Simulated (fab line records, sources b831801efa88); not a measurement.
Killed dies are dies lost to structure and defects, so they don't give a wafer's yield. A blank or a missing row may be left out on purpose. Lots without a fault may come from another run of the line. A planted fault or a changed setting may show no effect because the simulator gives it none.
fab line records | flow sfq_line
record lots=5 wafers=23
route steps=325 shown INCOMING@2 L0@7 L0V@20 M0@29 I0@48 M1@59
start_h: hours from the record's first day to the start of the lot's first wafer shown | wait_h: hours since the lot's step before | " the same as in the row above | L1.1+2: a row that stands for several wafers | - no value, or no start given | * or withheld: withheld | < > ~ a bound
route shown NAME@n: a module of which the file shows steps, and the number in the route of the first | usual: mean/standard deviation of fault-free wafers | same: alike in all rows | chamber/n: place in a boat | sites: the reading at each site | _std_site: their standard deviation | _edge_site: outer sites' mean less inner sites' | radius_mm: how far each site lies from the wafer's centre | mask NAME#n: copy n | behind: the tool/chamber that last shaped the wafer | hold: why the lot was held/for how many hours/how that ended | device: the transistor (n, p or np) that didn't switch | end of line: the same wafers' tests at the end of the route | a step without rows: its recipe alone | killed: dies lost to structure and defects at the first sort, not the wafer's yield | map: a wafer's dies, x killed, . not, _ none there
set.NAME: the setting as run; set.NAME@STEP: as run at that earlier step | model.NAME: the simulator's own value behind a step, which no gauge read
lots whose settings were changed on purpose; a table a step, a row a wafer
## steps
# step SFQ_TRILAYER_INCOMING_OXIDATION_002
# recipe temp_c=1000 ambient=H2O target_thk_a=5000 p_h2o_torr=720 ox_time_s=4939
# columns lot.wafer tool chamber start_h wait_h set.ox_time_s model.SiO2_of_TRILAYER_INCOMING_OXIDATION_002.thk_nm
L075.1 - - - 0.1 5467 540.3
L075.3 " - " " 5467 538
L075.4 " - " " 5467 536.2
L075.5 " - " " 5467 534.7
L075.6 " - " " 5467 545
L077.1 furnace-02 0 25.12 0.1 4939 502.6
L077.4 " 0 " " 4939 501.6
L077.6 " 0 " " 4939 500.4
L080.1 - - - 0.1 4939 505.8
L080.2 " - " " 4939 504.1
L080.4 " - " " 4939 502.5
L080.5 " - " " 4939 509.3
L080.6 " - " " 4939 499.5
L081.2 - - - 0.1 4409 471.3
L081.3 " - " " 4409 473.1
L081.4 " - " " 4409 472.3
L081.5 " - " " 4409 478.6
L081.6 " - " " 4409 473.5
L083.1 - - - 0.1 5675 537.1
L083.2+3 " - " " 5675 547.2
L083.4 " - " " 5675 548.3
L083.6 " - " " 5675 549.7
# step SFQ_TRILAYER_L0_LITHO_COAT_005
# recipe resist=KrF spin_rpm=3000 resist_thk_nm=600
# columns lot.wafer tool chamber start_h wait_h set.resist_thk_nm model.KrF_of_TRILAYER_L0_LITHO_COAT_005.thk_nm
L075.1 litho_track-01 0 18.04 0.2 584.3 583.5
L075.3 " 0 " " 584.3 583.8
L075.4 " 0 " " 584.3 585.7
L075.5 " 0 " " 600 601
L075.6 " 0 " " 600 601.2
L077.1 litho_track-03 0 28.04 0.2 600 599.5
L077.4 " 0 " " 600 600.8
L077.6 " 0 " " 600 600.6
L080.1 litho_track-03 0 43.04 0.2 600 602.4
L080.2 " 0 " " 600 600.5
L080.4 " 0 " " 577.6 580.1
L080.5 " 0 " " 577.6 579.7
L080.6 " 0 " " 577.6 578.4
L081.2 litho_track-04 0 48.09 0.2 615.3 612.3
L081.3 " 0 " " 615.3 614.4
L081.4 " 0 " " 600 600
L081.5 " 0 " " 615.3 614.2
L081.6 " 0 " " 600 598
L083.1 litho_track-03 0 58.04 0.2 589.2 591
L083.2+6 " 0 " " 600 601.6
L083.3 " 0 " " 589.2 589.7
L083.4 " 0 " " 600 600.4
# step SFQ_TRILAYER_L0_BARC_OPEN_METAL_ETCH_010
# recipe mask_material=PR chemistry=O2 target_depth_nm=125 target=BARC icp_w=600 bias_w=80 pressure_mtorr=10 time_s=41.7
# usual oes_product_au=0.685/0.0046
# columns lot.wafer tool chamber start_h wait_h set.time_s set.resist_thk_nm@TRILAYER_L0_LITHO_COAT_005 oes_product_au model.KrF_of_TRILAYER_L0_LITHO_COAT_005.thk_nm
L075.1 rie_metal-04 0 65.46 0.1 41.7 584.3 0.682 506.7
L075.3 " 1 " " 41.7 584.3 0.678 506.1
L075.4 " 0 " " 44.91 584.3 0.670 504.7
L075.5 " 0 " " 41.7 600 0.685 524.6
L075.6 " 1 " " 44.91 600 0.680 520.1
L077.1 rie_metal-04 1 76.26 0.1 41.7 600 0.682 521.5
L077.4 " 0 " " 41.7 600 0.681 524.2
L077.6 " 1 " " 41.7 600 0.687 522.8
L080.1 rie_metal-04 1 99.12 0.1 41.7 600 0.688 524.1
L080.2 " 0 " " 41.7 600 0.694 524.3
L080.4 " 1 " " 41.7 577.6 0.688 502.1
L080.5 " 0 " " 41.7 577.6 0.686 503.5
L080.6 " 1 " " 41.7 577.6 0.682 500.5
L081.2 rie_metal-01 0 102.72 0.1 46.74 615.3 0.668 528.6
L081.3 " 1 " " 41.7 615.3 0.684 536.5
L081.4 " 0 " " 41.7 600 0.688 522.6
L081.5 " 1 " " 46.74 615.3 0.665 529.9
L081.6 " 0 " " 46.74 600 0.669 514.1
L083.1 rie_metal-04 0 106.32 0.1 41.7 589.2 0.681 515.2
L083.2 " 1 " " 36.45 600 0.727 530.6
L083.3 " 0 " " 36.45 589.2 0.739 519.8
L083.4 " 1 " " 41.7 600 0.689 522.8
L083.6 " 1 " " 41.7 600 0.686 523.6
# step SFQ_TRILAYER_L0_ETCH_METAL_ETCH_008
# recipe target=MoNx_KI stop_on=SiO2 mask_material=PR chemistry=SF6/O2 target_depth_nm=50 icp_w=600 bias_w=80 pressure_mtorr=10 time_s=25
# columns lot.wafer tool chamber start_h wait_h set.resist_thk_nm@TRILAYER_L0_LITHO_COAT_005 model.KrF_of_TRILAYER_L0_LITHO_COAT_005.thk_nm
L075.1 rie_metal-04 0 65.52 0.0 584.3 465.3
L075.3 " 1 " " 584.3 463.9
L075.4 " 0 " " 584.3 463.3
L075.5 " 0 " " 600 483.2
L075.6 " 1 " " 600 477.9
L077.1 rie_metal-04 1 76.32 0.0 600 479.1
L077.4 " 0 " " 600 482.8
L077.6 " 1 " " 600 480.4
L080.1 rie_metal-04 1 99.18 0.0 600 481.9
L080.2 " 0 " " 600 483.2
L080.4 " 1 " " 577.6 459.6
L080.5 " 0 " " 577.6 462.7
L080.6 " 1 " " 577.6 458.6
L081.2 rie_metal-01 0 102.78 0.0 615.3 486.6
L081.3 " 1 " " 615.3 494.1
L081.4 " 0 " " 600 480.4
L081.5 " 1 " " 615.3 487.3
L081.6 " 0 " " 600 472.5
L083.1 rie_metal-04 0 106.38 0.0 589.2 474.2
L083.2 " 1 " " 600 488.5
L083.3 " 0 " " 589.2 478.9
L083.4 " 1 " " 600 480.5
L083.6 " 1 " " 600 481.4
# step SFQ_TRILAYER_L0_VIA_LITHO_EXPOSE_014
# recipe mask_id=L0V na=0.6 source_shape=conventional sigma_outer=0.65 target_cd_nm=700 dose_mj=21.3
# columns lot.wafer tool chamber start_h wait_h mask set.dose_mj
L075.1+5+6 krf_scanner-02 0 118.13 - L0V#0 19.78
L075.3+4 " 0 " " L0V#0 21.3
L077.1+4+6 krf_scanner-02 0 128.13 - L0V#0 21.3
L080.1+2+6 krf_scanner-02 0 151.68 - L0V#0 21.3
L080.4+5 " 0 " " L0V#0 20.13
L081.2+3+4 krf_scanner-02 0 157.88 - L0V#0 21.3
L081.5+6 " 0 " " L0V#0 22.68
L083.1+3+4 krf_scanner-02 0 163.68 - L0V#0 20.61
L083.2+6 " 0 " " L0V#0 21.3
# step SFQ_TRILAYER_L0_VIA_LITHO_PEB_016
# recipe peb_temp_c=115 peb_time_s=60 resist=KrF
# step SFQ_TRILAYER_L0_VIA_LITHO_DEVELOP_015
# recipe time_s=60 resist=KrF
# step SFQ_TRILAYER_L0_VIA_BARC_OPEN_VIA_ETCH_021
# recipe mask_material=PR chemistry=O2 target_depth_nm=125 target=BARC source_w=500 bias_w=80 pressure_mtorr=30 time_s=42.74
# columns lot.wafer tool chamber start_h wait_h set.dose_mj@TRILAYER_L0_VIA_LITHO_EXPOSE_014 model.L0V.cd_nm
L075.1 rie_diel-03 1 119.67 0.0 19.78 688.8
L075.3 " 2 " " 21.3 701.5
L075.4 " 0 " " 21.3 701.2
L075.5 " 1 " " 19.78 689.1
L075.6 " 2 " " 19.78 690
L077.1 rie_diel-02 0 129.67 0.0 21.3 699.7
L077.4 " 3 " " 21.3 699.1
L077.6 " 2 " " 21.3 701.2
L080.1 rie_diel-04 2 153.22 0.0 21.3 698.3
L080.2 " 3 " " 21.3 699.4
L080.4 " 0 " " 20.13 689.3
L080.5 " 2 " " 20.13 689.5
L080.6 " 1 " " 21.3 697.7
L081.2 rie_diel-02 1 159.22 0.0 21.3 702
L081.3 " 0 " " 21.3 700.4
L081.4 " 3 " " 21.3 700.2
L081.5 " 0 " " 22.68 711.3
L081.6 " 1 " " 22.68 711.5
L083.1 rie_diel-02 2 165.22 0.0 20.61 695
L083.2 " 0 " " 21.3 700.8
L083.3 " 3 " " 20.61 693.8
L083.4 " 1 " " 20.61 695.3
L083.6 " 0 " " 21.3 699.3
# step SFQ_TRILAYER_L0_VIA_ETCH_VIA_ETCH_016
# recipe target=SiO2 stop_on=MoNx_KI mask_material=PR chemistry=CHF3 target_depth_nm=80 source_w=500 bias_w=80 pressure_mtorr=30 time_s=withheld
# columns lot.wafer tool chamber start_h wait_h set.bias_w set.dose_mj@TRILAYER_L0_VIA_LITHO_EXPOSE_014 model.L0V.cd_nm
L075.1 rie_diel-03 1 119.71 0.0 80 19.78 689
L075.3+4 " 2,0 " " 80 21.3 701.7
L075.5 " 1 " " 80 19.78 689.4
L075.6 " 2 " " 80 19.78 690.8
L077.1 rie_diel-02 0 129.71 0.0 80 21.3 699.8
L077.4 " 3 " " 80 21.3 699.1
L077.6 " 2 " " 80 21.3 701.6
L080.1 rie_diel-04 2 153.26 0.0 80 21.3 697.7
L080.2 " 3 " " 74.39 21.3 699.9
L080.4 " 0 " " 80 20.13 689.3
L080.5 " 2 " " 80 20.13 688.7
L080.6 " 1 " " 74.39 21.3 698.2
L081.2 rie_diel-02 1 159.26 0.0 74.15 21.3 702.3
L081.3 " 0 " " 80 21.3 701.3
L081.4 " 3 " " 80 21.3 701.1
L081.5 " 0 " " 80 22.68 712
L081.6 " 1 " " 74.15 22.68 711.5
L083.1 rie_diel-02 2 165.26 0.0 80 20.61 695
L083.2 " 0 " " 85.97 21.3 700.9
L083.3 " 3 " " 85.97 20.61 694.1
L083.4 " 1 " " 80 20.61 694.9
L083.6 " 0 " " 85.97 21.3 699.4
# step SFQ_TRILAYER_M0_DEP_SPUTTER_019
# recipe material=Nb base_pressure_pa=1.33e-06 chamber_pressure_pa=0.1333 substrate_temp_c=20 resputter_cathode_voltage_v=400 target_thk_nm=200 power_w=2000 time_s=133.3
# columns lot.wafer tool chamber start_h wait_h set.power_w model.Nb_of_TRILAYER_M0_DEP_SPUTTER_019.thk_nm
L075.1 pvd_sputter-04 - 120.56 0.0 2000 199.6
L075.3 " - " " 2000 203.4
L075.4 " - " " 2177 215.8
L075.5 " - " " 2177 219.9
L075.6 " - " " 2177 216.8
L077.1 pvd_sputter-04 - 130.55 0.0 2000 201.2
L077.4 " - " " 2000 199.4
L077.6 " - " " 2000 202.8
L080.1 pvd_sputter-04 - 154.10 0.0 2180 217.7
L080.2 " - " " 2000 199.2
L080.4 " - " " 2000 203.6
L080.5 " - " " 2180 218.8
L080.6 " - " " 2180 219.9
L081.2 pvd_sputter-06 - 160.10 0.0 1938 192.6
L081.3 " - " " 2000 200.7
L081.4 " - " " 2000 201.9
L081.5 " - " " 1938 196.5
L081.6 " - " " 2000 201.3
L083.1 pvd_sputter-05 - 166.10 0.0 2000 202.2
L083.2 " - " " 2000 200.8
L083.3 " - " " 2000 200.1
L083.4 " - " " 2000 199.1
L083.6 " - " " 2000 200.6
# step SFQ_M0_RS_MEAS_904
# recipe thk_meas_gauge=four-point-probe reads=Nb_of_TRILAYER_M0_DEP_SPUTTER_019
# usual M0_NB_RS=0.889/0.0076
# columns lot.wafer tool chamber start_h wait_h set.power_w@TRILAYER_M0_DEP_SPUTTER_019 M0_NB_RS[ohm/sq]
L075.1 film_metro-04 - 120.65 0.0 2000 0.894
L075.3 " - " " 2000 0.877
L075.4 " - " " 2177 0.826
L075.5 " - " " 2177 0.808
L075.6 " - " " 2177 0.822
L077.1 film_metro-01 - 130.64 0.0 2000 0.886
L077.4 " - " " 2000 0.894
L077.6 " - " " 2000 0.879
L080.1 film_metro-04 - 154.19 0.0 2180 0.819
L080.2 " - " " 2000 0.896
L080.4 " - " " 2000 0.873
L080.5 " - " " 2180 0.814
L080.6 " - " " 2180 0.811
L081.2 film_metro-01 - 160.21 0.1 1938 0.927
L081.3 " - " " 2000 0.887
L081.4 " - " " 2000 0.883
L081.5 " - " " 1938 0.908
L081.6 " - " " 2000 0.884
L083.1 film_metro-04 - 166.19 0.0 2000 0.881
L083.2 " - " " 2000 0.888
L083.3 " - " " 2000 0.892
L083.4 " - " " 2000 0.895
L083.6 " - " " 2000 0.888
# step SFQ_TRILAYER_M0_BARC_OPEN_METAL_ETCH_031
# recipe mask_material=PR chemistry=O2 target_depth_nm=125 target=BARC icp_w=600 bias_w=80 pressure_mtorr=10 time_s=41.7
# columns lot.wafer tool chamber start_h wait_h set.icp_w model.KrF_of_TRILAYER_M0_LITHO_COAT_021.thk_nm
L075.1 rie_metal-01 1 174.10 0.0 600 525.7
L075.3 " 1 " " 658.9 521.2
L075.4+5 " 0,1 " " 658.9 -
L075.6 " 0 " " 600 -
L077.1 rie_metal-01 1 182.50 0.0 600 521.3
L077.4+6 " 1 " " 600 522.8
L080.1+5 rie_metal-01 0 207.70 0.0 600 -
L080.2 " 1 " " 600 518.8
L080.4 " 1 " " 648.1 516.4
L080.6 " 1 " " 648.1 -
L081.2+4 rie_metal-03 0,1 213.70 0.0 600 520.6
L081.3 " 0 " " 619.8 518.2
L081.5 " 0 " " 619.8 519
L081.6 " 1 " " 619.8 519.7
L083.1+4 rie_metal-02 0 217.30 0.0 556 528.1
L083.2 " 1 " " 556 527.2
L083.3 " 1 " " 600 524.5
L083.6 " 1 " " 600 526.5
# step SFQ_TRILAYER_M0_ETCH_METAL_ETCH_024
# recipe target=Nb stop_on=SiO2 mask_material=PR chemistry=Cl2/Ar target_depth_nm=240 icp_w=600 bias_w=80 pressure_mtorr=10 time_s=120
# usual oes_product_au=0.897/0.0061
# columns lot.wafer tool chamber start_h wait_h set.icp_w set.power_w@TRILAYER_M0_DEP_SPUTTER_019 oes_product_au
L075.1 rie_metal-01 1 174.16 0.0 660.8 2000 0.891
L075.3 " 1 " " 660.8 2000 0.909
L075.4 " 0 " " 660.8 2177 0.935
L075.5 " 1 " " 600 2177 0.943
L075.6 " 0 " " 600 2177 0.943
L077.1 rie_metal-01 1 182.62 0.1 600 2000 0.899
L077.4 " 1 " " 600 2000 0.886
L077.6 " 1 " " 600 2000 0.909
L080.1 rie_metal-01 0 207.76 0.0 571.7 2180 0.947
L080.2 " 1 " " 600 2000 0.887
L080.4 " 1 " " 600 2000 0.904
L080.5 " 0 " " 600 2180 0.951
L080.6 " 1 " " 571.7 2180 0.944
L081.2 rie_metal-03 0 213.76 0.0 600 1938 0.872
L081.3 " 0 " " 649 2000 0.894
L081.4 " 1 " " 649 2000 0.898
L081.5 " 0 " " 600 1938 0.881
L081.6 " 1 " " 600 2000 0.897
L083.1 rie_metal-02 0 217.36 0.0 600 2000 0.901
L083.2 " 1 " " 600 2000 0.902
L083.3 " 1 " " 600 2000 0.896
L083.4 " 0 " " 600 2000 0.897
L083.6 " 1 " " 600 2000 0.895
# step SFQ_TRILAYER_I0_VIA_LITHO_COAT_031
# recipe resist=KrF spin_rpm=3000 resist_thk_nm=650
# columns lot.wafer tool chamber start_h wait_h set.resist_thk_nm model.KrF_of_TRILAYER_I0_VIA_LITHO_COAT_031.thk_nm
L075.1 litho_track-02 0 181.56 0.2 650 648.9
L075.3 " 0 " " 650 651.3
L075.4 " 0 " " 674.3 674.9
L075.5 " 0 " " 650 652.8
L075.6 " 0 " " 674.3 676.6
L077.1 litho_track-03 0 189.96 0.2 650 649.6
L077.4 " 0 " " 650 649.2
L077.6 " 0 " " 650 649.3
L080.1 litho_track-03 0 215.46 0.2 650 646.9
L080.2 " 0 " " 650 647.9
L080.4 " 0 " " 650 644.9
L080.5 " 0 " " 671.8 668.3
L080.6 " 0 " " 671.8 666.7
L081.2 litho_track-04 0 221.22 0.2 615.1 615.8
L081.3 " 0 " " 615.1 616.1
L081.4 " 0 " " 650 653.5
L081.5 " 0 " " 615.1 617.8
L081.6 " 0 " " 650 653
L083.1 litho_track-02 0 226.83 0.2 640.1 638.3
L083.2 " 0 " " 650 649.4
L083.3 " 0 " " 640.1 638.6
L083.4 " 0 " " 650 648.3
L083.6 " 0 " " 640.1 638.4
# step SFQ_TRILAYER_I0_VIA_LITHO_SOFTBAKE_035
# recipe temp_c=withheld time_s=withheld resist=KrF
# step SFQ_TRILAYER_I0_VIA_LITHO_EXPOSE_032
# recipe mask_id=I0 na=0.6 source_shape=conventional sigma_outer=0.65 target_cd_nm=500 dose_mj=21.3
# step SFQ_TRILAYER_I0_VIA_LITHO_DEVELOP_033
# recipe time_s=60 resist=KrF
# step SFQ_TRILAYER_I0_VIA_BARC_OPEN_VIA_ETCH_046
# recipe mask_material=PR chemistry=O2 target_depth_nm=125 target=BARC source_w=500 bias_w=80 pressure_mtorr=30 time_s=41.7
# columns lot.wafer tool chamber start_h wait_h set.resist_thk_nm@TRILAYER_I0_VIA_LITHO_COAT_031 model.KrF_of_TRILAYER_I0_VIA_LITHO_COAT_031.thk_nm
L075.1 rie_diel-01 2 245.51 0.0 650 571.2
L075.3 " 3 " " 650 573.8
L075.4 " 1 " " 674.3 598
L075.5 " 1 " " 650 576.4
L075.6 " 2 " " 674.3 598.7
L077.1 rie_diel-01 2 255.11 0.0 650 572.3
L077.4 " 3 " " 650 571.9
L077.6 " 0 " " 650 571.2
L080.1 rie_diel-04 0 288.40 0.0 650 570.3
L080.2 " 2 " " 650 570.5
L080.4 " 1 " " 650 568.7
L080.5 " 2 " " 671.8 591.2
L080.6 " 1 " " 671.8 590.6
L081.2 rie_diel-03 0 292.00 0.0 615.1 539.5
L081.3 " 1 " " 615.1 539.1
L081.4 " 3 " " 650 575.2
L081.5 " 3 " " 615.1 539.6
L081.6 " 0 " " 650 576.3
L083.1 rie_diel-03 1 301.15 0.0 640.1 561.4
L083.2 " 0 " " 650 572.8
L083.3 " 3 " " 640.1 561
L083.4 " 2 " " 650 572.1
L083.6 " 0 " " 640.1 562.1
# step SFQ_TRILAYER_M1_DEP_SPUTTER_037
# recipe material=Nb base_pressure_pa=1.33e-06 chamber_pressure_pa=0.1333 substrate_temp_c=20 resputter_cathode_voltage_v=400 target_thk_nm=200 power_w=2000 time_s=133.3
# columns lot.wafer tool chamber start_h wait_h set.power_w model.Nb_of_TRILAYER_M1_DEP_SPUTTER_037.thk_nm
L075.1 pvd_sputter-06 - 246.46 0.0 2000 199.3
L075.3+5 " - " " 2000 198.7
L075.4 " - " " 2000 200.6
L075.6 " - " " 2000 199.6
L077.1 pvd_sputter-04 - 256.08 0.0 2000 201
L077.4 " - " " 2000 200.1
L077.6 " - " " 2000 201.4
L080.1 pvd_sputter-03 - 289.36 0.0 1870 186
L080.2 " - " " 1870 189
L080.4 " - " " 2000 198.3
L080.5 " - " " 2000 199.9
L080.6 " - " " 2000 199.3
L081.2 pvd_sputter-03 - 292.96 0.0 1925 194.4
L081.3 " - " " 1925 192.6
L081.4 " - " " 2000 201.9
L081.5 " - " " 2000 200.5
L081.6 " - " " 2000 200.6
L083.1 pvd_sputter-06 - 302.11 0.0 2000 201.4
L083.2 " - " " 2000 199.8
L083.3 " - " " 2000 199.7
L083.4 " - " " 2090 212.6
L083.6 " - " " 2090 209.6
# step SFQ_M1_RS_MEAS_909
# recipe thk_meas_gauge=four-point-probe reads=Nb_of_TRILAYER_M1_DEP_SPUTTER_037
# usual M1_NB_RS=0.886/0.006
# columns lot.wafer tool chamber start_h wait_h set.power_w@TRILAYER_M1_DEP_SPUTTER_037 M1_NB_RS[ohm/sq]
L075.1 film_metro-01 - 246.55 0.0 2000 0.891
L075.3 " - " " 2000 0.896
L075.4 " - " " 2000 0.889
L075.5 " - " " 2000 0.894
L075.6 " - " " 2000 0.891
L077.1 film_metro-03 - 256.17 0.0 2000 0.884
L077.4 " - " " 2000 0.889
L077.6 " - " " 2000 0.882
L080.1 film_metro-03 - 289.45 0.0 1870 0.956
L080.2 " - " " 1870 0.939
L080.4 " - " " 2000 0.895
L080.5 " - " " 2000 0.889
L080.6 " - " " 2000 0.890
L081.2 film_metro-04 - 293.07 0.1 1925 0.918
L081.3 " - " " 1925 0.926
L081.4 " - " " 2000 0.883
L081.5 " - " " 2000 0.888
L081.6 " - " " 2000 0.890
L083.1 film_metro-04 - 302.20 0.0 2000 0.887
L083.2 " - " " 2000 0.892
L083.3 " - " " 2000 0.893
L083.4 " - " " 2090 0.838
L083.6 " - " " 2090 0.849
## key
split step=SFQ_TRILAYER_INCOMING_OXIDATION_002 setting=ox_time_s stated=4939 by=lot
response step=SFQ_TRILAYER_INCOMING_OXIDATION_002 reading=model.SiO2_of_TRILAYER_INCOMING_OXIDATION_002.thk_nm change=+2.91 per=1% r=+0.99
split step=SFQ_TRILAYER_L0_LITHO_COAT_005 setting=resist_thk_nm stated=600 by=wafer
response step=SFQ_TRILAYER_L0_LITHO_COAT_005 reading=model.KrF_of_TRILAYER_L0_LITHO_COAT_005.thk_nm change=+6 per=1% r=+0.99
response step=SFQ_TRILAYER_L0_BARC_OPEN_METAL_ETCH_010 reading=model.KrF_of_TRILAYER_L0_LITHO_COAT_005.thk_nm change=+5.72 per=1% r=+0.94
response step=SFQ_TRILAYER_L0_ETCH_METAL_ETCH_008 reading=model.KrF_of_TRILAYER_L0_LITHO_COAT_005.thk_nm change=+5.6 per=1% r=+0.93
split step=SFQ_TRILAYER_L0_BARC_OPEN_METAL_ETCH_010 setting=time_s stated=41.7 by=wafer
response step=SFQ_TRILAYER_L0_BARC_OPEN_METAL_ETCH_010 reading=oes_product_au change=-0.00241 per=1% r=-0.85
split step=SFQ_TRILAYER_L0_VIA_LITHO_EXPOSE_014 setting=dose_mj stated=21.3 by=wafer
response step=SFQ_TRILAYER_L0_VIA_BARC_OPEN_VIA_ETCH_021 reading=model.L0V.cd_nm change=+1.65 per=1% r=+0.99
response step=SFQ_TRILAYER_L0_VIA_ETCH_VIA_ETCH_016 reading=model.L0V.cd_nm change=+1.66 per=1% r=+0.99
split step=SFQ_TRILAYER_L0_VIA_ETCH_VIA_ETCH_016 setting=bias_w stated=80 by=wafer
response none clear
split step=SFQ_TRILAYER_M0_DEP_SPUTTER_019 setting=power_w stated=2000 by=wafer
response step=SFQ_TRILAYER_M0_DEP_SPUTTER_019 reading=model.Nb_of_TRILAYER_M0_DEP_SPUTTER_019.thk_nm change=+1.89 per=1% r=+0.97
response step=SFQ_M0_RS_MEAS_904 reading=M0_NB_RS change=-0.00783 per=1% r=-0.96
response step=SFQ_TRILAYER_M0_ETCH_METAL_ETCH_024 reading=oes_product_au change=+0.00524 per=1% r=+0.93
split step=SFQ_TRILAYER_M0_BARC_OPEN_METAL_ETCH_031 setting=icp_w stated=600 by=wafer
response step=SFQ_TRILAYER_M0_BARC_OPEN_METAL_ETCH_031 reading=model.KrF_of_TRILAYER_M0_LITHO_COAT_021.thk_nm change=-0.377 per=1% r=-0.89
split step=SFQ_TRILAYER_M0_ETCH_METAL_ETCH_024 setting=icp_w stated=600 by=wafer
response none clear
split step=SFQ_TRILAYER_I0_VIA_LITHO_COAT_031 setting=resist_thk_nm stated=650 by=wafer
response step=SFQ_TRILAYER_I0_VIA_LITHO_COAT_031 reading=model.KrF_of_TRILAYER_I0_VIA_LITHO_COAT_031.thk_nm change=+6.66 per=1% r=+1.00
response step=SFQ_TRILAYER_I0_VIA_BARC_OPEN_VIA_ETCH_046 reading=model.KrF_of_TRILAYER_I0_VIA_LITHO_COAT_031.thk_nm change=+6.64 per=1% r=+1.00
split step=SFQ_TRILAYER_M1_DEP_SPUTTER_037 setting=power_w stated=2000 by=wafer
response step=SFQ_TRILAYER_M1_DEP_SPUTTER_037 reading=model.Nb_of_TRILAYER_M1_DEP_SPUTTER_037.thk_nm change=+2 per=1% r=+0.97
response step=SFQ_M1_RS_MEAS_909 reading=M1_NB_RS change=-0.00926 per=1% r=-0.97
